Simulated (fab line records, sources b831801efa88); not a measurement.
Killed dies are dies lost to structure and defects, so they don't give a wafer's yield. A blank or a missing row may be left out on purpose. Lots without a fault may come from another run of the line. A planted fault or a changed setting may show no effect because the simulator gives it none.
Chamber matching | flow sky130 | SKY_CAP2M_CVD_00 on pecvd-04: 3 sister chambers
The step deposits SiO2, target thk 15.5 nm. 6 wafers are shown with their chamber, then 11 later ones without.

WAFERS WITH THEIR CHAMBER
wafer  | chamber | heater_power_w (W)
L084.1 | 0       | 772
L085.3 | 2       | 783
L087.1 | 1       | 687
L087.2 | 0       | 776
L087.4 | 2       | 823
L089.3 | 1       | 718

WAFERS WITHOUT THEIR CHAMBER
wafer  | heater_power_w (W)
L089.4 | 714
L089.5 | 715
L093.2 | 822
L093.3 | 731
L093.5 | 726
L095.1 | 839
L095.2 | 700
L095.3 | 837
L097.1 | 754
L097.2 | 811
L097.4 | 802

WHICH CHAMBER EACH WENT THROUGH
wafer  | from the rows above          | in truth
L089.4 | 1                            | 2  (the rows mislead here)
L089.5 | 1                            | 1
L093.2 | can't be placed: 2 or 0      | 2
L093.3 | can't be placed: 1 or 0      | 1
L093.5 | can't be placed: 1 or 0      | 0
L095.1 | can't be placed: 2 or 0      | 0
L095.2 | 1                            | 1
L095.3 | can't be placed: 2 or 0      | 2
L097.1 | can't be placed: 0 or 2 or 1 | 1
L097.2 | can't be placed: 2 or 0      | 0
L097.4 | can't be placed: 2 or 0      | 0
Placed correctly: 2 of 11. Can't be placed from these rows: 8 (the true chamber is among the candidates in 8). Placed wrongly: 1.
How it was worked out, from the rows above alone: a wafer's distance from a chamber is the root of the sum, over the readings, of the square of ((its reading less the chamber's mean) divided by the reading's scatter). The wafer belongs to the nearest chamber; if the next one is less than 2 further off, it can't be placed. A chamber's mean is the mean of its shown wafers. The scatter: the root of (the sum of the squares of (reading less its chamber's mean) over the shown wafers, divided by (wafers less chambers)).
